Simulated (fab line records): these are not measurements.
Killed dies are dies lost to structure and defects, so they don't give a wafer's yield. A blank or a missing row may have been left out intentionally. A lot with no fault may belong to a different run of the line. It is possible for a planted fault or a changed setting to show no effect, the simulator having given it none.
Which tool is to blame?    flow gf180mcu    Sampling: 6 lots, 18 wafers, 3 of 602 route steps

WHAT THE GAUGES SHOWED, per wafer
GF_VT_IMPLANT_RS_MEAS_48: measurement is done with a four-point probe.
lot   measured      on            LVPWELL_RS (ohm/sq)
L500  day 7 22:12   filmMetro-03  1196 1201 1195
L507  day 9 18:56   filmMetro-04  1202 1204 1201
L512  day 11 02:42  filmMetro-03  1197 1195 1192
L516  day 12 01:41  filmMetro-01  1229 1235 1229 1229 1231 1231
L518  day 12 18:21  filmMetro-04  1234 1233 1233 1235 1235 1232
L521  day 13 13:34  filmMetro-03  1199 1198 1201

EACH LOT AND THE TOOL THAT RAN IT (in order: tool; ch and the chambers of the sampled wafers; start)
lot   GF_LVPWELL_IMPLANT_08           GF_VT_IMPLANT_STRIP_09
L500  implanter-02 ch 0, day 4 03:37  plasmaAsher-04 ch 0,1, day 5 22:44
L507  implanter-02 ch 0, day 5 17:14  plasmaAsher-04 ch 0,1, day 7 15:37
L512  implanter-02 ch 0, day 6 21:40  plasmaAsher-02 ch 0,1, day 8 23:33
L516  implanter-02 ch 0, day 7 18:14  plasmaAsher-01 ch 0,1, day 9 20:54
L518  implanter-02 ch 0, day 8 08:31  plasmaAsher-01 ch 0,1, day 10 11:23
L521  implanter-04 ch 0, day 9 00:52  plasmaAsher-04 ch 0,1, day 11 03:03
- GF_LVPWELL_IMPLANT_08
- GF_VT_IMPLANT_STRIP_09: strips in O2/N2.

THE ANSWER, worked out from the rows above alone
Rule: the usual values come from the lots themselves. Put in order of their means at a reading, lots are off if they are a third of the lots or fewer, leave a main group of 4 or more, and stand apart from it by a gap of 3 or more times the standard deviation of the main group's means; of several such gaps the widest counts. A main group is skipped when, at the precision printed for the reading in the tables above, its means are all equal. Also off: a lot with no number at a reading for which 4 or more lots have one. Any other lot the step has rows for is counted as sound.
Off: at GF_VT_IMPLANT_RS_MEAS_48 (LVPWELL_RS), L516, L518. The main group has a mean of 1198 ohm/sq with a standard deviation of 2.8.
If a tool, at a process step before that reading, ran all the lots that are off and no sound lot after the first of them, it fits. The gauges at GF_VT_IMPLANT_RS_MEAS_48 are tried like those tools. This does not decide it: 2 tools fit, namely implanter-02 at GF_LVPWELL_IMPLANT_08 and plasmaAsher-01 at GF_VT_IMPLANT_STRIP_09.

WHAT THE SIMULATOR HAD PUT IN
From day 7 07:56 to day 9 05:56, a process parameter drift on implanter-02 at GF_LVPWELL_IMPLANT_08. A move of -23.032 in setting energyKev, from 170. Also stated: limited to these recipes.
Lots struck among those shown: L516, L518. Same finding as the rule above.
